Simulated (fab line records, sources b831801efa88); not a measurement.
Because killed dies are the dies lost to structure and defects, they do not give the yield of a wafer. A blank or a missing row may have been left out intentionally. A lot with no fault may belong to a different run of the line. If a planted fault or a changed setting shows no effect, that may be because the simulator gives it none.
Split-lot study    flow sfq_line    23 wafers read across 5 lots, on a route 325 steps long

THE SPLIT
At SFQ_TRILAYER_I3_VIA_BARC_OPEN_VIA_ETCH_121 (etches BARC in O2, target depth 125 nm, time 41.7 s), the setting time_s was moved away from the recipe's 41.7 s on 4 of the 23 wafers read, by -8.8% to -6.0%. All remaining wafers had this setting at the recipe value.

The split's own step is where the reading is taken.

THE READING
oes_product_au, in a.u., at SFQ_TRILAYER_I3_VIA_BARC_OPEN_VIA_ETCH_121 (etches BARC in O2, target depth 125 nm, time 41.7 s). On this fab line, fault-free wafers typically give 0.686 a.u. with a standard deviation of 0.0049 a.u.

wafer   tool, chamber at the split  time_s as run, s  against the recipe  oes_product_au, a.u.  against lot-mates on the recipe
L074.1  rie_diel-04, 2              41.7              recipe              0.694                 -
L074.2  rie_diel-04, 0              41.7              recipe              0.693                 -
L074.5  rie_diel-04, 3              41.7              recipe              0.680                 -
L075.2  rie_diel-01, 0              39.21             -6.0%               0.707                 +0.021
L075.3  rie_diel-01, 3              41.7              recipe              0.680                 -
L075.4  rie_diel-01, 3              39.21             -6.0%               0.715                 +0.029
L075.5  rie_diel-01, 0              41.7              recipe              0.690                 -
L075.6  rie_diel-01, 2              41.7              recipe              0.687                 -
L076.1  rie_diel-04, 0              41.7              recipe              0.689                 -
L076.2  rie_diel-04, 3              41.7              recipe              0.683                 -
L076.3  rie_diel-04, 2              41.7              recipe              0.684                 -
L076.4  rie_diel-04, 2              41.7              recipe              0.684                 -
L076.6  rie_diel-04, 0              41.7              recipe              0.689                 -
L083.1  rie_diel-01, 2              41.7              recipe              0.679                 -
L083.2  rie_diel-01, 1              41.7              recipe              0.683                 -
L083.4  rie_diel-01, 3              41.7              recipe              0.690                 -
L083.5  rie_diel-01, 0              41.7              recipe              0.683                 -
L083.6  rie_diel-01, 3              41.7              recipe              0.686                 -
L084.1  rie_diel-04, 3              38.04             -8.8%               0.710                 +0.022
L084.2  rie_diel-04, 0              41.7              recipe              0.685                 -
L084.3  rie_diel-04, 2              38.04             -8.8%               0.714                 +0.026
L084.4  rie_diel-04, 1              41.7              recipe              0.691                 -
L084.5  rie_diel-04, 0              41.7              recipe              0.687                 -

THE FIT
A straight line over all 23 wafers: oes_product_au changes by -0.00331 a.u. for each +1% of time_s; r = -0.90; the points scatter about the line by 0.0047 a.u.
The same after taking each lot's own level away (the mean of its wafers on the recipe; 23 wafers): -0.00321 a.u. for each +1%; r = -0.90; scatter 0.0046 a.u.
That fit puts the effect of the largest move of time_s on the reading at 0.028 a.u.
The lots' own levels span 0.6842 to 0.6890 a.u., that is 1.0 times the standard deviation above.
So the lot-to-lot level changes the slope little: the two slopes agree.
Check: with one of the wafers moved furthest among these (-8.8%) left out of the fit, the line predicts +0.0315 a.u. for it against its lot-mates. It came out at +0.0223 a.u. against them.
Tool readings at the split's step, against how far the setting was moved: oes_product_au r = -0.90.

FURTHER SPLITS ON THESE WAFERS
Other splits were also applied to these wafers ahead of the reading. Each is held against what the fit with the lots' levels taken away leaves over:
other split on the same wafers                     wafers away from the commonest value  r with oes_product_au (lot level and that fit taken away)
SFQ_TRILAYER_M1_LITHO_PEB_042 peb_time_s           7                                     +0.00
SFQ_TRILAYER_I1_DEP_PECVD_045 rf_w                 11                                    +0.15
SFQ_TRILAYER_I1_CMP_CMP_046 leave_above_ref_nm     5                                     +0.00
SFQ_TRILAYER_I1_VIA_BARC_OPEN_VIA_ETCH_071 time_s  6                                     +0.19
SFQ_TRILAYER_M2_LITHO_EXPOSE_058 dose_mj           11                                    -0.14
SFQ_TRILAYER_I2_VIA_LITHO_COAT_072 spin_rpm        9                                     -0.03
SFQ_TRILAYER_M3_LITHO_COAT_080 spin_rpm            10                                    +0.04
SFQ_TRILAYER_I3_VIA_LITHO_COAT_085 spin_rpm        11                                    -0.26

FILE'S OWN FIT
oes_product_au changes by -0.00325 a.u. for each +1% of time_s, r = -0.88.
